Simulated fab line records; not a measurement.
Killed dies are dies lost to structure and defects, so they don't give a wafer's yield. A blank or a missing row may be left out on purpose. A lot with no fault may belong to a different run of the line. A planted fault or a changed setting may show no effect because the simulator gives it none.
One fault through the eyes of 2 desks -- flow gf180mcu -- each desk has only its own numbers; what lay behind them comes last

## METROLOGY DESK
Lot by lot, what the gauges showed, no matter which tool ran the lot: averages of those sampled wafers that carry a number. The brackets show how far a lot's mean lies from the usual mean; more than 4 standard deviations puts the lot out of limits, marked OUT.
Columns: A = HV_LDD_RS at GF_HV_LDD_RS_MEAS_53, usual 418.6 ohm/sq; B = V1_W_RS at GF_V1_RS_MEAS_24, usual 0.328 ohm/sq; C = V2_CVD_00_THK at GF_V2_THK_MEAS_01, usual 600 nm
lot,first seen here,A,B,C
L766,day 12 16:10,418.0,0.328,604
L767,day 12 22:56,419.5,0.334,602
L768,day 13 06:58,418.1,0.326,609
L770,day 13 21:59,419.0,0.328,608
L771,day 14 03:20,418.6,0.332,605
L777,day 16 00:16,405.4 (-15) OUT,0.331,604
L779,day 16 17:53,403.8 (-17) OUT,0.325,604
L782,day 17 21:20,419.6,0.328,600
L783,day 18 04:52,419.3,0.327,604
L784,day 18 11:10,419.2,0.327,590
L785,day 18 19:41,417.8,0.324,597
L787,day 19 09:48,418.4,0.326,593
L788,day 20 06:34,418.6,0.327,596
L789,day 20 10:02,419.0,0.324,599
This desk reports L777, L779 out of limits; the earliest was L777 at day 16 00:16 (HV_LDD_RS at GF_HV_LDD_RS_MEAS_53). L766, L767, L768, L770, L771, L782, L783, L784, L785, L787, L788, L789: within limits.

## TOOL OWNER'S DESK, implanter-03
For each lot that ran on this tool, the mean over its sampled wafers that have a number, from the tool's own readings at GF_HV_LDD_IMPLANT_09. The brackets show how far a lot's mean lies from the usual mean; more than 4 standard deviations puts the lot out of limits, marked OUT.
Columns: A = dose_ions_cm2 at GF_HV_LDD_IMPLANT_09, usual 1.0001e+14; B = faraday_current_uA at GF_HV_LDD_IMPLANT_09, usual 561
lot,first seen here,A,B
L767,day 10 12:10,1.0010e+14,555
L770,day 11 09:14,1.0007e+14,554
L771,day 11 13:44,9.9987e+13,571
L777,day 13 07:11,1.0782e+14 (+83) OUT,612 (+5.1) OUT
L779,day 13 23:20,1.0792e+14 (+84) OUT,617 (+5.6) OUT
L789,day 17 08:40,9.9970e+13,562
This desk finds L777, L779 out of limits, L777 being first, at day 13 07:11 (dose_ions_cm2 at GF_HV_LDD_IMPLANT_09). L767, L770, L771, L789: within limits.

## TAKEN TOGETHER
At day 13 07:11, on L777, L779, the tool owner's desk was in a position to raise an alarm.
The metrology desk could have raised an alarm at day 16 00:16, on L777, L779.
The lots listed all ran GF_HV_LDD_IMPLANT_09 on implanter-03.

## WHAT HAD BEEN PUT IN BY THE SIMULATOR
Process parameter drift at GF_HV_LDD_IMPLANT_09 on implanter-03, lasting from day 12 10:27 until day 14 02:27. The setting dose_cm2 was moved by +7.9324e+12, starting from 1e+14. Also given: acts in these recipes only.
Struck lots among those shown: L777, L779.
Delay (hours) between the fault's onset and each desk's first out-of-limits reading: 21 at the tool owner's desk, 86 at the metrology desk.
